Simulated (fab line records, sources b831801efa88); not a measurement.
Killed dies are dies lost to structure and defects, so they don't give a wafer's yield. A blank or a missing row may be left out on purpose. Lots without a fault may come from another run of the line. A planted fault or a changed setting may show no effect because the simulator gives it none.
A struck lot beside a sound one | flow sky130 | 17 steps out of a route of 708
Sound: wafers L880.1, L880.2, L880.3. Struck: wafers L884.1, L884.2, L884.6. The cause comes at the end.
At each step with rows: each side's tool, then ch and its chambers, then its first start. Under that, the readings that differ: sound wafers | struck wafers | difference of the means | sigmas: that difference in standard deviations of wafers without a fault.
alike: readings whose means differ by less than 2 such deviations, and words and numbers that are the same on both sides. not compared: withheld readings, readings that some wafer has no value for, bounds like >300 that may hide the same value, and numbers for which the record gives no deviation and whose values overlap.
The two part at a step that has a row with sigmas, a row that says differs or no value, or rows on one side only. Numbers that don't overlap but have no deviation are shown without sigmas and don't part them. A reading that every wafer of one side lacks parts them only if that side has two wafers or more.

SKY_LDD_P_OVL_MEAS_08:
  sound on overlay-02, day 24 21:28; struck on overlay-02, day 25 20:53
  alike: LDD_P_OVL
then, 1 step without rows for these wafers: SKY_LDD_P_IMPLANT_09.
SKY_LDD_P_STRIP_10: strips in O2/N2.
  sound on plasma_asher-03 ch 0,1, day 24 21:39; struck on plasma_asher-02 ch 0,1, day 25 21:04
  alike: chamber_pressure_mTorr, drypump_motor_current_A, oes_product_au, strip_time_to_endpoint_s
  not compared: rf_hours_counter_h
SKY_LDD_P_TW_MEAS_11:
  sound on film_metro-03, day 24 21:45; struck on film_metro-04, day 25 21:10
  reading  | sound       | struck      | difference | sigmas
  LDD_P_TW | 625 626 627 | 645 646 643 | +19        | +2
then, 7 steps without rows for these wafers: SKY_LDD_HVN_DEHYDRATE_00 (time 60 s); SKY_LDD_HVN_HMDS_01 (prime time 60 s); SKY_LDD_HVN_COAT_02 (resist thk 300 nm); SKY_LDD_HVN_SOFTBAKE_03 (time 60 s); SKY_LDD_HVN_EXPOSE_04 (exposes mask HVNTM, target cd 700 nm); SKY_LDD_HVN_PEB_05; SKY_LDD_HVN_DEVELOP_06 (develop time 60 s).
SKY_LDD_HVN_OVL_MEAS_07:
  sound on overlay-02, day 26 03:02; struck on overlay-01, day 27 02:32
  alike: LDD_HVN_OVL
SKY_LDD_HVN_IMPLANT_08:
  sound on implanter-03 ch 0, day 26 03:04; struck on implanter-03 ch 0, day 27 02:34
  reading                   | sound                | struck               | difference | sigmas
  beam_energy_keV           | 60.030 60.013 59.998 | 77.236 77.228 77.270 | +17.231    | +99 or more
  model.implant.rp_nm (nm)  | 56.13 56.13 56.13    | 73.24 73.24 73.24    | +17.11     |
  model.implant.drp_nm (nm) | 28.15 28.15 28.15    | 34.99 34.99 34.99    | +6.84      |
SKY_LDD_HVN_STRIP_09: strips in O2/N2.
  sound on plasma_asher-01 ch 0,1, day 26 03:13; struck on plasma_asher-04 ch 0,1, day 27 02:43
  reading                     | sound       | struck      | difference | sigmas
  drypump_motor_current_A (A) | 5.6 5.1 5.1 | 6.3 6.5 6.5 | +1.2       | +2
  alike: chamber_pressure_mTorr, oes_product_au, strip_time_to_endpoint_s
  not compared: rf_hours_counter_h
SKY_LDD_HVN_TW_MEAS_10:
  sound on film_metro-03, day 26 03:19; struck on film_metro-03, day 27 02:49
  reading    | sound          | struck         | difference | sigmas
  LDD_HVN_TW | 1426 1414 1408 | 1505 1506 1497 | +87        | +5
then, 1 step without rows for these wafers: SKY_LDD_HVP_DEHYDRATE_00 (time 60 s).
-- the record jumps here: 23 days lie between the struck wafers' starts before and after (it left off in module LDD_HVP and takes up again in module PAD_OPEN, whose first step shown is number 708 of the route) --
SKY_PAD_OPEN_PROBE_99:
  sound on prober-01, day 49 19:38; struck on prober-02, day 50 09:34
  reading                                 | sound                | struck               | difference | sigmas
  model.etest.tip_n_5v.rs_ohm_sq          | 1385 1383 1385       | 1238 1238 1237       | -147       |
  model.etest.nfet_g5v0d10v5.r_on_ohm_um  | 1858 1903 1920       | 1825 1823 1826       | -69        |
  model.etest.nfet_g5v0d10v5.drive_ua_um  | 607.8 605.9 591.7    | 621.5 623.2 626.6    | +22.0      |
  model.etest.nfet_g5v0d10v5.vt_sat_v (V) | 0.7761 0.7644 0.7789 | 0.7193 0.709 0.7188  | -0.0574    |
  model.etest.nfet_g5v0d10v5.vt_v (V)     | 0.8314 0.8191 0.8356 | 0.7986 0.7882 0.7984 | -0.0336    |
  alike: killed_at_M0_to_M3, killed_at_M4_up, killed_at_contacts, killed_at_front_end, killed_at_other, killed_dies, killed_open, killed_short

WHERE THEY PART
First at SKY_LDD_P_TW_MEAS_11; last, within this record, at SKY_LDD_HVN_TW_MEAS_10. Later steps at which nothing parts them and some readings are alike: SKY_PAD_OPEN_PROBE_99.

WHY: what the simulator had put in
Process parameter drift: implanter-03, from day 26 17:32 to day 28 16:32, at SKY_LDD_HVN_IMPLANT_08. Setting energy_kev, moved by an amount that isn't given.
